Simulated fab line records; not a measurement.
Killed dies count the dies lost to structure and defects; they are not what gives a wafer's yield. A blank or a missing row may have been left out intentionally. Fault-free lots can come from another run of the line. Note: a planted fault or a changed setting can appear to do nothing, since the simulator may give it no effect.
A struck lot beside a sound one -- flow sfq-line -- 32 steps out of a route of 325
Sound: the wafers L785.3, L785.4, L785.6. Struck: wafer L794.4 (left out: L794.5, L794.6 of the same lot, which were not struck); the cause appears at the end.
Per side, at each step with rows, come the tool, then ch with its chambers, and then its first start. Under that, the readings that differ: sound wafers -- struck wafers -- difference of the means -- sigmas: that difference in standard deviations of wafers without a fault.
alike: words and numbers the same on both sides, and readings whose means are apart by under 2 such deviations; not compared: readings that were withheld, readings missing a value for some wafer, numbers with overlapping values and no deviation given by the record, and bounds like >300 which may hide the same value.
Wherever a step has rows on one side only, a row that says differs or no value, or a row with sigmas, the two part there. Non-overlapping numbers with no deviation appear without sigmas and do not part them. A reading that every wafer of one side lacks parts them only if that side has two wafers or more.

SFQ_INCOMING_BOW_MEAS_900:
  sound: film-metro-01 at day 1 10:02; struck: film-metro-03 at day 3 07:04
  alike: INCOMING_BOW
then, 1 step without rows for these wafers: SFQ_TRILAYER_INCOMING_OXIDATION_002 (target thk 500 nm, ox time 4939 s).
SFQ_TRILAYER_L0_DEP_SPUTTER_003: material MoNx KI, target thk 40 nm, time 100 s.
  sound: pvd-sputter-05 at day 1 12:29; struck: pvd-sputter-06 at day 3 09:29
reading,sound,struck,difference,sigmas
model.MoNx_KI_of_TRILAYER_L0_DEP_SPUTTER_003.thk-nm (nm),40.1 40.2 39.9,44.05,+3.98,
  alike: throttle-valve-pct
SFQ_L0_RS_MEAS_901: the measuring method here is four-point-probe.
  sound: film-metro-03 at day 1 12:36; struck: film-metro-03 at day 3 09:37
reading,sound,struck,difference,sigmas
L0_MONX_KI_RS (ohm/sq),43.4 43.3 43.7,39.6,-3.9,-9
SFQ_L0_THK_MEAS_902: measures by xrf.
  sound: film-metro-03 at day 1 12:42; struck: film-metro-03 at day 3 09:43
reading,sound,struck,difference,sigmas
L0_MONX_KI_THK (nm),39.6 39.6 39.3,43.5,+4.0,+9
then, 6 steps without rows for these wafers: SFQ_TRILAYER_L0_LITHO_COAT_010 (resist thk 62 nm); SFQ_TRILAYER_L0_LITHO_COAT_005 (resist thk 600 nm); SFQ_TRILAYER_L0_LITHO_SOFTBAKE_009; SFQ_TRILAYER_L0_LITHO_EXPOSE_006 (exposes mask L0, target cd 2000 nm); SFQ_TRILAYER_L0_LITHO_PEB_008 (peb time 60 s); SFQ_TRILAYER_L0_LITHO_DEVELOP_007 (time 60 s).
-- the record jumps here: 4 days lie between the struck wafers' starts before and after --
SFQ_TRILAYER_L0_BARC_OPEN_METAL_ETCH_010: etches BARC in O2, target depth 125 nm, time 41.7 s.
  sound on rie-metal-03 ch 0,1, day 4 14:56; struck on rie-metal-01 ch 0, day 7 17:52
  alike: drypump-motor-current-A, oes-product-au
  not compared: rf-hours-counter-h
SFQ_TRILAYER_L0_ETCH_METAL_ETCH_008: etches MoNx KI in SF6/O2, stops on SiO2, target depth 50 nm, time 25 s.
  sound on rie-metal-03 ch 0,1, day 4 14:59; struck on rie-metal-01 ch 0, day 7 17:55
reading,sound,struck,difference,sigmas
oes-product-au (a.u.),0.873 0.874 0.869,0.928,+0.056,+8
  alike: drypump-motor-current-A
  not compared: rf-hours-counter-h
then, 2 steps without rows for these wafers: SFQ_TRILAYER_L0_STRIP_STRIP_009 (strips in O2); SFQ_TRILAYER_L0_STRIP_SOLV_CLEAN_010 (cleans in NMP, time 600 s).
SFQ_TRILAYER_L0_CAP_PECVD_011: deposits SiO2 from SiH4/N2O, time 13.333 s, target thk 60 nm.
  sound on pecvd-02 ch 1,2, day 4 15:47; struck on pecvd-01 ch 2, day 7 18:45
reading,sound,struck,difference,sigmas
throttle-valve-pct (%),24.1 22.4 24.5,27.3,+3.6,+3
  alike: heater-power-w
then, 6 steps without rows for these wafers: SFQ_TRILAYER_L0_VIA_LITHO_COAT_018 (resist thk 62 nm); SFQ_TRILAYER_L0_VIA_LITHO_COAT_013 (resist thk 650 nm); SFQ_TRILAYER_L0_VIA_LITHO_SOFTBAKE_017; SFQ_TRILAYER_L0_VIA_LITHO_EXPOSE_014 (exposes mask L0V, target cd 700 nm); SFQ_TRILAYER_L0_VIA_LITHO_PEB_016 (peb time 60 s); SFQ_TRILAYER_L0_VIA_LITHO_DEVELOP_015 (time 60 s).
-- the record jumps here: 4 days lie between the struck wafers' starts before and after --
SFQ_L0V_OVL_MEAS_903:
  sound: overlay-01 at day 9 04:40; struck: overlay-01 at day 12 03:46
  alike: L0V_OVL
then, 1 step without rows for these wafers: SFQ_TRILAYER_L0_VIA_BARC_OPEN_VIA_ETCH_021 (etches BARC in O2, target depth 125 nm, time 41.7 s).
SFQ_TRILAYER_L0_VIA_ETCH_VIA_ETCH_016: etches SiO2 in CHF3, stops on MoNx KI, target depth 80 nm.
  sound on rie-diel-03 ch 0,2, day 9 04:43; struck on rie-diel-04 ch 2, day 12 03:49
  alike: drypump-motor-current-A, oes-product-au
SFQ_TRILAYER_L0_VIA_STRIP_STRIP_017: strips in O2.
  sound on rie-metal-03 ch 0,1, day 9 04:58; struck on rie-metal-02 ch 0, day 12 04:04
  alike: drypump-motor-current-A, oes-product-au
  not compared: rf-hours-counter-h
then, 2 steps without rows for these wafers: SFQ_TRILAYER_L0_VIA_STRIP_SOLV_CLEAN_018 (cleans in NMP, time 600 s); SFQ_TRILAYER_M0_DEP_PRE_CLEAN_020 (time 15 s).
SFQ_TRILAYER_M0_DEP_SPUTTER_019: material Nb, target thk 200 nm, time 133.3 s.
  sound: pvd-sputter-06 at day 9 05:34; struck: pvd-sputter-04 at day 12 04:40
  alike: throttle-valve-pct
SFQ_M0_RS_MEAS_904: the measuring method here is four-point-probe.
  sound: film-metro-02 at day 9 05:42; struck: film-metro-01 at day 12 04:49
  alike: M0_NB_RS
then, 1 step without rows for these wafers: SFQ_TRILAYER_M0_LITHO_COAT_026 (resist thk 62 nm).
-- the record jumps here: 81 days lie between the struck wafers' starts before and after --
SFQ_M8_BOW_MEAS_951:
  sound: film-metro-03 at day 87 00:13; struck: film-metro-03 at day 92 19:28
reading,sound,struck,difference,sigmas
model.etest.l0.ohm-sq,43.4 43.3 43.62,39.51,-3.93,
model.etest.l0v.link-ohm,44.32 44.22 44.54,40.43,-3.93,
model.etest.l0.ohm-um,21.72 21.66 21.82,19.78,-1.95,
  alike: M8_BOW

WHERE THEY PART
First at SFQ_L0_RS_MEAS_901; last, within this record, at SFQ_TRILAYER_L0_CAP_PECVD_011. Later steps at which nothing parts them and some readings are alike: SFQ_L0V_OVL_MEAS_903, SFQ_TRILAYER_L0_VIA_ETCH_VIA_ETCH_016, SFQ_TRILAYER_L0_VIA_STRIP_STRIP_017, SFQ_TRILAYER_M0_DEP_SPUTTER_019, SFQ_M0_RS_MEAS_904, SFQ_M8_BOW_MEAS_951.

WHY: what the simulator had put in
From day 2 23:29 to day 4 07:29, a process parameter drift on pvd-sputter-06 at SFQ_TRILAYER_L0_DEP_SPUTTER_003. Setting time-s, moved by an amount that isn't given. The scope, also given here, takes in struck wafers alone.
